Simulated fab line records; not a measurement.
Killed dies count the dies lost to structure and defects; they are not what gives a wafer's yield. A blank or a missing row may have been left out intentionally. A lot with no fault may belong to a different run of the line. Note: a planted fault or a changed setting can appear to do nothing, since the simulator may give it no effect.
Lot-split experiment -- flow gf180mcu -- on a route of 602 steps: 5 lots, 23 wafers read

SPLIT DETAILS
At GF_HV_LDD_DEVELOP_18 (develop time 60 s), the setting develop-time-s was moved away from the recipe's 60 s on 8 of the 23 wafers read, by -5.8% to +14.5%. This setting was run at the recipe's value on the other wafers.

No step appears in the file between the split and the reading.

THE READING
Shown in nm: cd-nm at GF_HV_LDD_CD_MEAS_19, with target cd 400 nm. A value of 400.8 nm with a standard deviation of 2.5 nm is what fault-free wafers of this fab line usually give.

wafer,"tool, chamber at the split","develop-time-s as run, s",against the recipe,"cd-nm, nm",against lot-mates on the recipe
L076.1,"litho-track-01, 0",60,recipe,401.9,-
L076.2,"litho-track-01, 0",60,recipe,401.9,-
L076.3,"litho-track-01, 0",66.27,+10.5%,412.5,+11.1
L076.4,"litho-track-01, 0",60,recipe,400.3,-
L076.6,"litho-track-01, 0",66.27,+10.5%,409.1,+7.7
L079.2,"litho-track-01, 0",60,recipe,399.4,-
L079.4,"litho-track-01, 0",60,recipe,399.1,-
L079.5,"litho-track-01, 0",60,recipe,397.8,-
L080.1,"litho-track-03, 0",60,recipe,400.0,-
L080.2,"litho-track-03, 0",68.69,+14.5%,412.2,+11.9
L080.3,"litho-track-03, 0",68.69,+14.5%,413.5,+13.2
L080.5,"litho-track-03, 0",68.69,+14.5%,411.7,+11.4
L080.6,"litho-track-03, 0",60,recipe,400.6,-
L081.1,"litho-track-01, 0",60,recipe,400.5,-
L081.2,"litho-track-01, 0",60,recipe,399.0,-
L081.3,"litho-track-01, 0",56.5,-5.8%,396.2,-3.6
L081.4,"litho-track-01, 0",56.5,-5.8%,393.5,-6.2
L081.6,"litho-track-01, 0",56.5,-5.8%,394.6,-5.1
L083.1,"litho-track-01, 0",60,recipe,403.8,-
L083.2,"litho-track-01, 0",60,recipe,405.2,-
L083.4,"litho-track-01, 0",60,recipe,403.2,-
L083.5,"litho-track-01, 0",60,recipe,404.3,-
L083.6,"litho-track-01, 0",60,recipe,403.6,-

FIT RESULTS
A straight line over all 23 wafers: cd-nm changes by +0.853 nm for each +1% of develop-time-s; r = +0.93; the points scatter about the line by 2.1 nm.
The same after taking each lot's own level away (the mean of its wafers on the recipe; 23 wafers): +0.855 nm for each +1%; r = +0.99; scatter 0.94 nm.
The reading moves by 12 nm for the largest change in develop-time-s, on that fit.
Across the lots, their own levels run from 398.77 to 404.02 nm, a range of 2.1 times the standard deviation given above.
The two slopes agree, so the slope changes little with the lot-to-lot level.
Check: +12.5 nm against its lot-mates is what the line predicts for one of the wafers moved furthest among these (+14.5%) when that wafer is left out of the fit. It came out at +11.9 nm against them.

THE OTHER SPLITS THESE WAFERS WENT THROUGH
These wafers also went through other splits before the reading. Each is held against what the fit with the lots' levels taken away leaves over:
other split on the same wafers,wafers away from the commonest value,r with cd-nm (lot level and that fit taken away)
GF_DUAL_GATE_COAT_06 resist-thk-nm,8,-0.06
GF_POLY_GATE_COAT_05 resist-thk-nm,4,-0.05
GF_POLY_GATE_OXIDATION_16 ox-time-s,18,-0.10
GF_HV_LDD_IMPLANT_09 dose-cm2,6,+0.10

FILE'S OWN FIT
cd-nm changes by +0.863 nm for each +1% of develop-time-s, r = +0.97.
